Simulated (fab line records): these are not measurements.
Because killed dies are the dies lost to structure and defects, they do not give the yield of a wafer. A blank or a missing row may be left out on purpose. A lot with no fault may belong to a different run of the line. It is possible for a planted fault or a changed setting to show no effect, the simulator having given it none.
2 desks, one fault + flow sfq line + each desk has only its own numbers; what lay behind them comes last

## TOOL OWNER'S DESK, cmp-02
The tool's own readings at SFQ_TRILAYER_I2_CMP_CMP_064 (polishes SiO2): means of the sampled wafers that have a number, for each lot that ran on this tool. A lot is out of limits, marked OUT, if its mean lies more than 4 standard deviations from the usual mean; the brackets give that distance.
Columns: A = head pressure psi at SFQ_TRILAYER_I2_CMP_CMP_064, usual 3.001 psi; B = motor current A at SFQ_TRILAYER_I2_CMP_CMP_064, usual 10.3 A; C = time to endpoint s at SFQ_TRILAYER_I2_CMP_CMP_064, usual 215 s
| lot  | first seen here | A               | B    | C              |
|------|-----------------|-----------------|------|----------------|
| L343 | day 29 11:39    | 2.994           | 8.6  | 209            |
| L347 | day 33 17:43    | 3.003           | 9.1  | 218            |
| L349 | day 34 08:13    | 2.999           | 9.1  | 213            |
| L350 | day 34 20:38    | 2.993           | 9.6  | 203            |
| L351 | day 35 00:38    | 3.006           | 10.0 | 210            |
| L358 | day 42 04:35    | 3.006           | 9.2  | 216            |
| L359 | day 42 16:05    | 2.597 (-60) OUT | 8.9  | 253 (+4.9) OUT |
This desk's finding: out of limits on L359; first on L359, day 42 16:05 (head pressure psi at SFQ_TRILAYER_I2_CMP_CMP_064). L343, L347, L349, L350, L351, L358: within limits.

## AT THE METROLOGY DESK
Lot by lot, what the gauges showed, no matter which tool ran the lot: averages of those sampled wafers that carry a number. A lot is out of limits, marked OUT, if its mean lies more than 4 standard deviations from the usual mean; the brackets give that distance.
Columns: A = M8_BOW at SFQ_M8_BOW_MEAS_951, usual 8 um
| lot  | first seen here | A  |
|------|-----------------|----|
| L343 | day 75 13:11    | 17 |
| L347 | day 76 01:19    | 21 |
| L348 | day 76 03:35    | -7 |
| L349 | day 76 05:59    | 16 |
| L350 | day 76 08:22    | 2  |
| L351 | day 83 03:36    | 1  |
| L352 | day 83 07:13    | 5  |
| L354 | day 83 10:48    | 14 |
| L358 | day 84 03:25    | 14 |
| L359 | day 84 09:31    | 13 |
| L364 | day 86 10:34    | 0  |
| L365 | day 86 11:55    | 26 |
| L366 | day 88 09:26    | -7 |
Result from this desk: across the 13 lots, nothing is out of limits.

## ALL TOGETHER
An alarm could have come from the tool owner's desk at day 42 16:05, on L359.
At the metrology desk, nothing out of limits was observed.
The metrology desk has L359 on record, within its limits.
Every lot named ran SFQ_TRILAYER_I2_CMP_CMP_064 on cmp-02.

## WHAT THE SIMULATOR HAD PUT IN
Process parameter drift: cmp-02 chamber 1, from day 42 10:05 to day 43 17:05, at SFQ_TRILAYER_I2_CMP_CMP_064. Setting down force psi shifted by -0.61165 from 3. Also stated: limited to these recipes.
Struck lots among those shown: L359.
Hours from the fault's start to each desk's first reading out of limits: the tool owner's desk, 6.
